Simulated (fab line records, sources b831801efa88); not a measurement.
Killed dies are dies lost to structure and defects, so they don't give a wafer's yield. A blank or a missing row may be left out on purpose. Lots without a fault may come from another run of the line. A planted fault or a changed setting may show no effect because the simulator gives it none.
A struck lot beside a sound one | flow gf180mcu | 26 steps out of a route of 602
Sound: wafers L549.2, L549.3, L549.6. Struck: wafers L555.1, L555.3, L555.5. The cause comes at the end.
At each step with rows: each side's tool, then ch and its chambers, then its first start. Under that, the readings that differ: sound wafers | struck wafers | difference of the means | sigmas: that difference in standard deviations of wafers without a fault.
alike: readings whose means differ by less than 2 such deviations, and words and numbers that are the same on both sides. not compared: withheld readings, readings that some wafer has no value for, bounds like >300 that may hide the same value, and numbers for which the record gives no deviation and whose values overlap.
The two part at a step that has a row with sigmas, a row that says differs or no value, or rows on one side only. Numbers that don't overlap but have no deviation are shown without sigmas and don't part them. A reading that every wafer of one side lacks parts them only if that side has two wafers or more.

GF_MVSD_STRIP_10: strips in O2/N2.
  sound on plasma_asher-02 ch 0,1, day 5 10:03; struck on plasma_asher-04 ch 0,1, day 6 20:37
  reading                      | sound             | struck            | difference | sigmas
  strip_time_to_endpoint_s (s) | 36.98 37.01 36.98 | 36.81 36.72 36.85 | -0.20      | -2
  alike: drypump_motor_current_A, heater_power_w, oes_product_au, platen_temp_c
  not compared: rf_hours_counter_h
GF_MVSD_TW_MEAS_11:
  sound on film_metro-03, day 5 10:10; struck on film_metro-01, day 6 20:43
  reading | sound          | struck         | difference | sigmas
  MVSD_TW | 1557 1551 1560 | 1608 1623 1610 | +58        | +3
then, 7 steps without rows for these wafers: GF_MVPSD_DEHYDRATE_00 (time 60 s); GF_MVPSD_HMDS_01 (prime time 60 s); GF_MVPSD_COAT_02 (resist thk 3000 nm); GF_MVPSD_SOFTBAKE_03; GF_MVPSD_EXPOSE_04 (exposes mask MVPSD, target cd 1000 nm); GF_MVPSD_PEB_05; GF_MVPSD_DEVELOP_06 (develop time 60 s).
GF_MVPSD_OVL_MEAS_07:
  sound on overlay-01, day 6 00:52; struck on overlay-02, day 7 11:43
  alike: MVPSD_OVL
then, 2 steps without rows for these wafers: GF_MVPSD_IMPLANT_08; GF_MVPSD_IMPLANT_09.
GF_MVPSD_STRIP_10: strips in O2/N2.
  sound on plasma_asher-03 ch 0,1, day 6 01:12; struck on plasma_asher-03 ch 0,1, day 7 12:03
  reading                                 | sound             | struck            | difference                    | sigmas
  oes_product_au (a.u.)                   | 0.724 0.715 0.728 | 0.962 0.974 0.961 | +0.243                        | +54
  strip_time_to_endpoint_s (s)            | 37.00 37.00 36.86 | - - -             | no value on the struck wafers |
  model.coat_of_MVPSD_COAT_02.thk_nm (nm) | 0 0 0             | 344.2 344.7 344.6 | +344.5                        |
  alike: drypump_motor_current_A, heater_power_w, platen_temp_c
  not compared: rf_hours_counter_h
GF_MVPSD_TW_MEAS_11:
  sound on film_metro-01, day 6 01:19; struck on film_metro-03, day 7 12:09
  alike: MVPSD_TW
then, 7 steps without rows for these wafers: GF_VT_IMPLANT_DEHYDRATE_00 (time 60 s); GF_VT_IMPLANT_HMDS_01 (prime time 60 s); GF_VT_IMPLANT_COAT_02 (resist thk 1000 nm); GF_VT_IMPLANT_SOFTBAKE_03 (time 60 s); GF_VT_IMPLANT_EXPOSE_04 (exposes mask LVPWELL LV AREA, target cd 600 nm); GF_VT_IMPLANT_PEB_05; GF_VT_IMPLANT_DEVELOP_06 (develop time 60 s).
GF_VT_IMPLANT_OVL_MEAS_07:
  sound on overlay-01, day 6 16:08; struck on overlay-02, day 8 04:14
  alike: VT_IMPLANT_OVL
then, 1 step without rows for these wafers: GF_VT_IMPLANT_IMPLANT_08.
GF_VT_IMPLANT_STRIP_09: strips in O2/N2.
  sound on plasma_asher-03 ch 1, day 6 16:19; struck on plasma_asher-03 ch 0,1, day 8 04:25
  reading                      | sound                | struck               | difference | sigmas
  strip_time_to_endpoint_s (s) | 12.607 12.644 12.665 | 17.793 17.807 17.816 | +5.167     | +99 or more
  alike: drypump_motor_current_A, heater_power_w, oes_product_au, platen_temp_c
  not compared: rf_hours_counter_h
GF_VT_IMPLANT_TW_MEAS_10:
  sound on film_metro-04, day 6 16:25; struck on film_metro-04, day 8 04:31
  reading       | sound       | struck   | difference | sigmas
  VT_IMPLANT_TW | 562 564 567 | 30 30 30 | -534       | -99
then, 1 step without rows for these wafers: GF_VT_IMPLANT_DEHYDRATE_11 (time 60 s).

WHERE THEY PART
First at GF_MVSD_STRIP_10; last, within this record, at GF_VT_IMPLANT_TW_MEAS_10.

WHY: what the simulator had put in
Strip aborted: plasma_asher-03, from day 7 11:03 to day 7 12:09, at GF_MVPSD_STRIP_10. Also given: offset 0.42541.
